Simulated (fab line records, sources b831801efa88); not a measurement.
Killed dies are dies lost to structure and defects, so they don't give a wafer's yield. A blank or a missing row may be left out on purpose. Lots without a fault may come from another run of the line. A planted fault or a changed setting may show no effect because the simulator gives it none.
Chamber matching | flow sky130 | SKY_METAL3_ETCH_17 on rie_diel-02: 4 sister chambers
The step etches SiO2 in C4F8/O2/Ar, stops on TiN, time 3.9 s, target depth 15 nm. 8 wafers are shown with their chamber, then 8 later ones without.

WAFERS WITH THEIR CHAMBER
wafer  | chamber | oes_product_au (a.u.)
L078.2 | 0       | 0.753
L078.4 | 3       | 0.756
L078.5 | 2       | 0.752
L078.6 | 3       | 0.760
L080.2 | 1       | 0.751
L080.4 | 2       | 0.754
L080.6 | 0       | 0.754
L085.1 | 1       | 0.762

WAFERS WITHOUT THEIR CHAMBER
wafer  | oes_product_au (a.u.)
L085.2 | 0.758
L085.3 | 0.764
L093.2 | 0.754
L093.3 | 0.755
L093.4 | 0.763
L097.1 | 0.761
L097.3 | 0.760
L097.5 | 0.764

WHICH CHAMBER EACH WENT THROUGH
wafer  | from the rows above               | in truth
L085.2 | can't be placed: 3 or 1 or 0 or 2 | 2
L085.3 | can't be placed: 3 or 1 or 0 or 2 | 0
L093.2 | can't be placed: 0 or 2 or 1 or 3 | 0
L093.3 | can't be placed: 0 or 1 or 2 or 3 | 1
L093.4 | can't be placed: 3 or 1 or 0 or 2 | 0
L097.1 | can't be placed: 3 or 1 or 0 or 2 | 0
L097.3 | can't be placed: 3 or 1 or 0 or 2 | 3
L097.5 | can't be placed: 3 or 1 or 0 or 2 | 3
Placed correctly: 0 of 8. Can't be placed from these rows: 8 (the true chamber is among the candidates in 8). Placed wrongly: 0.
How it was worked out, from the rows above alone: a wafer's distance from a chamber is the root of the sum, over the readings, of the square of ((its reading less the chamber's mean) divided by the reading's scatter). The wafer belongs to the nearest chamber; if the next one is less than 2 further off, it can't be placed. A chamber's mean is the mean of its shown wafers. The scatter: the root of (the sum of the squares of (reading less its chamber's mean) over the shown wafers, divided by (wafers less chambers)).
